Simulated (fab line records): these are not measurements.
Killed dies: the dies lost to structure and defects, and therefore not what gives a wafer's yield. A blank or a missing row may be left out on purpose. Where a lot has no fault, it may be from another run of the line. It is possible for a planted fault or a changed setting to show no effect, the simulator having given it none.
fab line records | flow sky130
[record] lots = 13 | wafers = 39 | lastDay = 50
route steps=708 shown FIELD_ISO@24 NWELL@77
lots with no fault: from the same line, run without faults
startH: the number of hours between the record's first day and the start of the first shown wafer of the lot | waitH: how many hours have passed since the lot's step before this one | " as in the row above | L1.1+2: a row that stands for several wafers | - value missing, or start not given | * or withheld: withheld | < > ~ a bound
route shown NAME@n: NAME is a module with steps in the file, n the number in the route of the first one | usual: mean/standard deviation of fault-free wafers | same: alike in all rows | chamber/n: place in a boat | sites: readings site by site | _std_site: the standard deviation of these | _edge_site: the outer-site mean with the inner-site mean subtracted | radiusMm: how far each site lies from the wafer's centre | mask NAME#n: copy n | behind: the last tool/chamber to shape the wafer | hold: the reason the lot was held/the length of the hold in hours/how it ended | device: transistor that didn't switch, given as n, p or np | end of line: the route-end tests of the same wafers | a step without rows: its recipe alone | killed: dies that structure and defects cost at the first sort, which is not the same as the wafer's yield | map: shows each die of a wafer: x if killed, . if not, _ if none is there
set.NAME: the setting that was run; set.NAME@STEP: the one run at that earlier step | model.NAME: the simulator's own value behind a step, which no gauge read
route steps across a sampled set of lots; one table per step, one row per wafer
services: the hour from which a tool's chamber was out of use, counted from the record's first day as startH (under 0 if before that day), plus the number of hours and why
[[steps]]
[step SKY_FIELD_ISO_THK_MEAS_23]
[recipe] reads = SiO2_of_FIELD_ISO_OXIDATION_22
[usual] FIELD_ISO_OXIDATION_01_THK = 9.89/0.16
lot.wafer | tool         | chamber | startH | waitH | FIELD_ISO_OXIDATION_01_THK[nm]
L917.1    | filmMetro-01 | -       | 34.37  | 0.0   | 10.07
L917.3    | "            | -       | "      | "     | 10.12
L917.4    | "            | -       | "      | "     | 9.93
L918.1    | filmMetro-04 | -       | 40.41  | 0.0   | 9.97
L918.4    | "            | -       | "      | "     | 10.01
L918.6    | "            | -       | "      | "     | 10.18
L919.1    | filmMetro-01 | -       | 43.17  | 0.0   | 9.85
L919.2    | "            | -       | "      | "     | 9.93
L919.4    | "            | -       | "      | "     | 9.93
L923.2    | filmMetro-04 | -       | 62.81  | 0.0   | 9.53
L923.4    | "            | -       | "      | "     | 9.89
L923.5    | "            | -       | "      | "     | 9.75
L924.1    | filmMetro-01 | -       | 67.95  | 0.0   | 9.87
L924.2    | "            | -       | "      | "     | 9.81
L924.3    | "            | -       | "      | "     | 9.73
L925.2    | filmMetro-01 | -       | 74.49  | 0.0   | 9.84
L925.5    | "            | -       | "      | "     | 9.82
L925.6    | "            | -       | "      | "     | 9.78
L926.2    | filmMetro-04 | -       | 77.45  | 0.0   | 9.65
L926.4    | "            | -       | "      | "     | 9.57
L926.6    | "            | -       | "      | "     | 9.76
L927.1    | filmMetro-04 | -       | 83.55  | 0.0   | 9.92
L927.4    | "            | -       | "      | "     | 10.05
L927.6    | "            | -       | "      | "     | 10.05
L935.1    | filmMetro-04 | -       | 125.83 | 0.0   | 10.07
L935.5    | "            | -       | "      | "     | 9.76
L935.6    | "            | -       | "      | "     | 9.71
L936.2    | filmMetro-03 | -       | 129.03 | 0.0   | 9.72
L936.3    | "            | -       | "      | "     | 9.66
L936.4    | "            | -       | "      | "     | 9.74
L937.2    | filmMetro-01 | -       | 135.77 | 0.0   | 9.77
L937.3    | "            | -       | "      | "     | 9.87
L937.4    | "            | -       | "      | "     | 9.98
L938.1    | filmMetro-04 | -       | 141.16 | 0.0   | 9.86
L938.4    | "            | -       | "      | "     | 9.74
L938.5    | "            | -       | "      | "     | 9.72
L939.1    | filmMetro-03 | -       | 144.92 | 0.0   | 9.87
L939.4    | "            | -       | "      | "     | 9.78
L939.6    | "            | -       | "      | "     | 10.10
[step SKY_NWELL_IMPLANT_24]
[recipe] species = B | energyKev = 140 | doseCm2 = 9.2e+12 | tiltDeg = withheld
[usual] doseIonsCm2 = 9.202e+12/9.3e+09 | faradayCurrentUA = 51.8/1
lot.wafer | tool         | chamber | startH | waitH | doseIonsCm2 | faradayCurrentUA
L917.1    | implanter-03 | 0       | 108.45 | 0.0   | 9.203e+12   | 48.8
L917.3    | "            | 0       | "      | "     | 9.205e+12   | 49.9
L917.4    | "            | 0       | "      | "     | 9.209e+12   | 52.2
L918.1    | implanter-02 | 0       | 115.77 | 0.0   | 9.212e+12   | 50.6
L918.4    | "            | 0       | "      | "     | 9.213e+12   | 51.9
L918.6    | "            | 0       | "      | "     | 9.219e+12   | 51.7
L919.1    | implanter-03 | 0       | 120.00 | 0.0   | 9.215e+12   | 52.0
L919.2    | "            | 0       | "      | "     | 9.202e+12   | 52.7
L919.4    | "            | 0       | "      | "     | 9.208e+12   | 52.1
L923.2    | implanter-02 | 0       | 143.64 | 0.0   | 9.205e+12   | 51.7
L923.4    | "            | 0       | "      | "     | 9.217e+12   | 51.5
L923.5    | "            | 0       | "      | "     | 9.182e+12   | 50.7
L924.1    | implanter-03 | 0       | 148.61 | 0.0   | 9.202e+12   | 51.2
L924.2    | "            | 0       | "      | "     | 9.216e+12   | 50.7
L924.3    | "            | 0       | "      | "     | 9.213e+12   | 51.3
L925.2    | implanter-03 | 0       | 158.03 | 0.0   | 9.199e+12   | 51.6
L925.5    | "            | 0       | "      | "     | 9.199e+12   | 50.2
L925.6    | "            | 0       | "      | "     | 9.196e+12   | 51.2
L925.2    | implanter-03 | 0       | 158.35 | 0.3   | 9.196e+12   | 52.2
L925.5    | "            | 0       | "      | "     | 9.197e+12   | 51.4
L925.6    | "            | 0       | "      | "     | 9.197e+12   | 51.7
L926.2    | implanter-03 | 0       | 164.29 | 0.0   | 9.208e+12   | 51.3
L926.4    | "            | 0       | "      | "     | 9.198e+12   | 50.6
L926.6    | "            | 0       | "      | "     | 9.211e+12   | 53.3
L927.1    | implanter-01 | 0       | 168.72 | 0.0   | 9.206e+12   | 52.2
L927.4    | "            | 0       | "      | "     | 9.206e+12   | 50.5
L927.6    | "            | 0       | "      | "     | 9.196e+12   | 51.5
L927.1    | implanter-01 | 0       | 169.03 | 0.3   | 9.192e+12   | 53.3
L927.4    | "            | 0       | "      | "     | 9.202e+12   | 50.8
L927.6    | "            | 0       | "      | "     | 9.205e+12   | 52.1
L935.1    | implanter-02 | 0       | 219.50 | 0.0   | 9.199e+12   | 50.0
L935.5    | "            | 0       | "      | "     | 9.21e+12    | 53.1
L935.6    | "            | 0       | "      | "     | 9.198e+12   | 50.3
L936.2    | implanter-01 | 0       | 221.64 | 0.0   | 9.203e+12   | 52.0
L936.3    | "            | 0       | "      | "     | 9.191e+12   | 51.7
L936.4    | "            | 0       | "      | "     | 9.207e+12   | 52.3
L937.2    | implanter-02 | 0       | 230.08 | 0.0   | 9.204e+12   | 50.1
L937.3    | "            | 0       | "      | "     | 9.197e+12   | 51.3
L937.4    | "            | 0       | "      | "     | 9.195e+12   | 49.2
L938.1    | implanter-01 | 0       | 234.67 | 0.0   | 9.194e+12   | 52.0
L938.4    | "            | 0       | "      | "     | 9.194e+12   | 51.1
L938.5    | "            | 0       | "      | "     | 9.19e+12    | 52.6
L939.1    | implanter-01 | 0       | 240.67 | 0.0   | 9.182e+12   | 51.4
L939.4    | "            | 0       | "      | "     | 9.197e+12   | 52.5
L939.6    | "            | 0       | "      | "     | 9.183e+12   | 51.7
[step SKY_NWELL_STRIP_25]
[recipe] chemistry = O2/N2 | powerW = 1400 | pressureMtorr = 1500 | platenTempC = withheld | o2FlowSccm = 3000 | n2FlowSccm = 300 | overashFraction = 0.5
[usual] drypumpMotorCurrentA = 5.6/0.52 | n2FlowSccm = 300.0/0.98 | oesProductAu = 0.723/0.0043 | stripTimeToEndpointS = 36.91/0.1
lot.wafer | tool           | chamber | startH | waitH | drypumpMotorCurrentA | n2FlowSccm | oesProductAu | rfHoursCounterH | stripTimeToEndpointS
L917.1    | plasmaAsher-02 | 1       | 108.60 | 0.1   | 5.2                  | 299.3      | 0.722        | 44              | 36.98
L917.3    | "              | 0       | "      | "     | 5.2                  | 299.3      | 0.723        | -               | 37.09
L917.4    | "              | 1       | "      | "     | 5.2                  | 299.6      | 0.730        | -               | 37.00
L918.1    | plasmaAsher-01 | 0       | 115.92 | 0.1   | 5.3                  | 302.0      | 0.726        | 31              | 37.04
L918.4    | "              | 1       | "      | "     | 6.4                  | 301.0      | 0.721        | -               | 36.98
L918.6    | "              | 0       | "      | "     | 5.3                  | 299.5      | 0.726        | -               | 37.07
L919.1    | plasmaAsher-02 | 0       | 120.15 | 0.1   | 5.2                  | 299.3      | 0.726        | 0               | 36.90
L919.2    | "              | 1       | "      | "     | 5.2                  | 297.8      | 0.732        | 0               | 37.00
L919.4    | "              | 1       | "      | "     | 5.2                  | 300.8      | 0.716        | -               | 36.90
L923.2    | plasmaAsher-01 | 1       | 143.77 | 0.1   | 6.3                  | 299.6      | 0.727        | 32              | 36.70
L923.4    | "              | 0       | "      | "     | 5.3                  | 299.7      | 0.718        | -               | 36.87
L923.5    | "              | 0       | "      | "     | 5.2                  | 299.7      | 0.721        | -               | 36.90
L924.1    | plasmaAsher-02 | 0       | 148.76 | 0.1   | 5.1                  | 299.5      | 0.727        | 4               | 36.78
L924.2    | "              | 1       | "      | "     | 5.2                  | 298.6      | 0.725        | 4               | 36.81
L924.3    | "              | 0       | "      | "     | 5.2                  | 300.5      | 0.722        | -               | 36.91
L925.2    | plasmaAsher-04 | 0       | 158.47 | 0.1   | 6.3                  | 301.9      | 0.718        | 51              | 36.85
L925.5    | "              | 0       | "      | "     | 6.3                  | 300.1      | 0.721        | -               | 36.92
L925.6    | "              | 1       | "      | "     | 6.0                  | 299.5      | 0.720        | -               | 36.85
L926.2    | plasmaAsher-01 | 0       | 164.42 | 0.1   | 5.2                  | 297.8      | 0.724        | 35              | 37.08
L926.4    | "              | 1       | "      | "     | 6.4                  | 300.0      | 0.725        | -               | 37.05
L926.6    | "              | 1       | "      | "     | 6.4                  | 299.8      | 0.719        | -               | 36.93
L927.1    | plasmaAsher-04 | 1       | 169.18 | 0.1   | 6.0                  | 300.5      | 0.729        | 52              | 36.82
L927.4    | "              | 0       | "      | "     | 6.3                  | 301.5      | 0.728        | -               | 36.89
L927.6    | "              | 0       | "      | "     | 6.3                  | 301.3      | 0.729        | -               | 36.86
L935.1    | plasmaAsher-02 | 1       | 219.65 | 0.1   | 5.2                  | 301.8      | 0.725        | 11              | 36.99
L935.5    | "              | 1       | "      | "     | 5.2                  | 300.5      | 0.726        | -               | 36.89
L935.6    | "              | 0       | "      | "     | 5.2                  | 300.8      | 0.718        | -               | 36.90
L936.2    | plasmaAsher-01 | 0       | 221.77 | 0.1   | 5.3                  | 298.9      | 0.717        | 40              | 37.10
L936.3    | "              | 0       | "      | "     | 5.3                  | 300.4      | 0.715        | -               | 37.02
L936.4    | "              | 1       | "      | "     | 6.3                  | 301.0      | 0.729        | -               | 37.10
L937.2    | plasmaAsher-02 | 1       | 230.21 | 0.1   | 5.2                  | 300.2      | 0.724        | 12              | 37.01
L937.3    | "              | 1       | "      | "     | 5.2                  | 300.1      | 0.729        | -               | 36.92
L937.4    | "              | 0       | "      | "     | 5.2                  | 298.7      | 0.717        | -               | 37.11
L938.1    | plasmaAsher-04 | 1       | 234.82 | 0.1   | 6.1                  | 300.7      | 0.735        | 58              | 36.91
L938.4    | "              | 0       | "      | "     | 6.3                  | 300.1      | 0.718        | -               | 36.87
L938.5    | "              | 1       | "      | "     | 6.0                  | 299.6      | 0.720        | -               | 36.84
L939.1    | plasmaAsher-01 | 1       | 240.82 | 0.1   | 6.3                  | 300.2      | 0.716        | 41              | 36.96
L939.4    | "              | 0       | "      | "     | 5.3                  | 298.9      | 0.720        | -               | 36.97
L939.6    | "              | 1       | "      | "     | 6.4                  | 300.8      | 0.725        | -               | 37.00
[step SKY_NWELL_TW_MEAS_26]
[usual] NWELL_2_TW = 493/5.7
lot.wafer | tool         | chamber | startH | waitH | NWELL_2_TW
L917.1    | filmMetro-03 | -       | 108.70 | 0.1   | 496
L917.3    | "            | -       | "      | "     | 496
L917.4    | "            | -       | "      | "     | 499
L918.1    | filmMetro-01 | -       | 116.02 | 0.1   | 484
L918.4    | "            | -       | "      | "     | 487
L918.6    | "            | -       | "      | "     | 486
L919.1    | filmMetro-03 | -       | 120.25 | 0.1   | 501
L919.2    | "            | -       | "      | "     | 501
L919.4    | "            | -       | "      | "     | 500
L923.2    | filmMetro-01 | -       | 143.88 | 0.1   | 487
L923.4    | "            | -       | "      | "     | 485
L923.5    | "            | -       | "      | "     | 488
L924.1    | filmMetro-02 | -       | 148.86 | 0.1   | 495
L924.2    | "            | -       | "      | "     | 497
L924.3    | "            | -       | "      | "     | 496
L925.2    | filmMetro-01 | -       | 158.58 | 0.1   | 601
L925.5    | "            | -       | "      | "     | 608
L925.6    | "            | -       | "      | "     | 601
L926.2    | filmMetro-03 | -       | 164.53 | 0.1   | 495
L926.4    | "            | -       | "      | "     | 493
L926.6    | "            | -       | "      | "     | 498
L927.1    | filmMetro-03 | -       | 169.31 | 0.1   | 618
L927.4    | "            | -       | "      | "     | 622
L927.6    | "            | -       | "      | "     | 618
L935.1    | filmMetro-03 | -       | 219.75 | 0.1   | 500
L935.5    | "            | -       | "      | "     | 500
L935.6    | "            | -       | "      | "     | 501
L936.2    | filmMetro-02 | -       | 221.88 | 0.1   | 496
L936.3    | "            | -       | "      | "     | 495
L936.4    | "            | -       | "      | "     | 495
L937.2    | filmMetro-02 | -       | 230.32 | 0.1   | 494
L937.3    | "            | -       | "      | "     | 491
L937.4    | "            | -       | "      | "     | 494
L938.1    | filmMetro-03 | -       | 234.92 | 0.1   | 501
L938.4    | "            | -       | "      | "     | 502
L938.5    | "            | -       | "      | "     | 504
L939.1    | filmMetro-03 | -       | 240.92 | 0.1   | 501
L939.4    | "            | -       | "      | "     | 502
L939.6    | "            | -       | "      | "     | 501
[step SKY_NWELL_RS_MEAS_29]
[recipe] thkMeasGauge = four-point-probe
[usual] NWELL_RS = 625.4/1.6
lot.wafer | tool         | chamber | startH | waitH | NWELL_RS[ohm/sq]
L917.1    | filmMetro-02 | -       | 108.91 | 0.1   | 625.5
L917.3    | "            | -       | "      | "     | 627.4
L917.4    | "            | -       | "      | "     | 626.7
L918.1    | filmMetro-02 | -       | 116.23 | 0.1   | 623.6
L918.4    | "            | -       | "      | "     | 621.0
L918.6    | "            | -       | "      | "     | 621.5
L919.1    | filmMetro-02 | -       | 120.57 | 0.2   | 626.5
L919.2    | "            | -       | "      | "     | 625.8
L919.4    | "            | -       | "      | "     | 626.7
L923.2    | filmMetro-03 | -       | 144.10 | 0.1   | 626.0
L923.4    | "            | -       | "      | "     | 625.2
L923.5    | "            | -       | "      | "     | 624.4
L924.1    | filmMetro-02 | -       | 149.07 | 0.1   | 626.9
L924.2    | "            | -       | "      | "     | 626.1
L924.3    | "            | -       | "      | "     | 626.8
L925.2    | filmMetro-02 | -       | 158.80 | 0.1   | 626.0
L925.5    | "            | -       | "      | "     | 625.2
L925.6    | "            | -       | "      | "     | 625.3
L926.2    | filmMetro-02 | -       | 164.88 | 0.1   | 626.3
L926.4    | "            | -       | "      | "     | 626.9
L926.6    | "            | -       | "      | "     | 626.7
L927.1    | filmMetro-02 | -       | 169.52 | 0.1   | 625.3
L927.4    | "            | -       | "      | "     | 625.9
L927.6    | "            | -       | "      | "     | 624.8
L935.1    | filmMetro-01 | -       | 219.97 | 0.1   | 623.6
L935.5    | "            | -       | "      | "     | 624.0
L935.6    | "            | -       | "      | "     | 623.1
L936.2    | filmMetro-03 | -       | 222.15 | 0.1   | 626.5
L936.3    | "            | -       | "      | "     | 625.2
L936.4    | "            | -       | "      | "     | 624.1
L937.2    | filmMetro-03 | -       | 230.54 | 0.1   | 628.1
L937.3    | "            | -       | "      | "     | 628.4
L937.4    | "            | -       | "      | "     | 626.1
L938.1    | filmMetro-01 | -       | 235.14 | 0.1   | 624.2
L938.4    | "            | -       | "      | "     | 623.4
L938.5    | "            | -       | "      | "     | 624.4
L939.1    | filmMetro-03 | -       | 241.13 | 0.1   | 627.1
L939.4    | "            | -       | "      | "     | 626.1
L939.6    | "            | -       | "      | "     | 626.1
[[services]]
tool           | chamber | startH | hours | kind
plasmaAsher-02 | -       | 108.75 | 9.0   | pm
plasmaAsher-02 | 0       | 108.75 | 9.0   | ventCycle
plasmaAsher-02 | 1       | 108.75 | 9.0   | ventCycle
plasmaAsher-02 | 0       | 117.75 | -     | clean
plasmaAsher-02 | 1       | 117.75 | -     | clean
plasmaAsher-01 | -       | 118.82 | 14.6  | pm
implanter-02   | -       | 118.86 | 3.6   | pm
plasmaAsher-04 | -       | 136.42 | 14.6  | pm
implanter-02   | -       | 163.80 | 0.9   | repair
plasmaAsher-04 | -       | 182.04 | 1.4   | repair
plasmaAsher-01 | -       | 188.25 | 7.5   | repair
plasmaAsher-04 | -       | 193.02 | 4.3   | repair
plasmaAsher-02 | -       | 216.41 | 1.1   | repair
implanter-02   | -       | 234.45 | 2.0   | repair
[[key]]
[firstSign] step = SKY_NWELL_IMPLANT_24 | reading = visit | direction = added
[effect] step = SKY_NWELL_TW_MEAS_26 | reading = NWELL_2_TW | direction = up | sigmas = 21 | usual = 493 | struck = 611
metAt SKY_NWELL_IMPLANT_24
struckLots L925,L927
rowsEnd L927.1,L927.4,L927.6
testerLeftOut L925
notActingAt SKY_FIELD_ISO_THK_MEAS_23,SKY_NWELL_STRIP_25,SKY_NWELL_RS_MEAS_29
[fault] kind = repeatedStepWhole | tool = implanter-01,implanter-02,implanter-03 | chamber = - | onsetH = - | steps = SKY_NWELL_IMPLANT_24 | times = 1 | scope = struckLotsOnly
// testerLeftOut: of these lots the tester's yield and bins aren't shown, on N5 and GAA mostly nor the transistor test; their killed dies are dies lost to structure and defects alone, not to doping, threshold or leakage, so they don't give the yield
// rowsEnd: these wafers met a further fault down the route, and their rows from its step on are left out
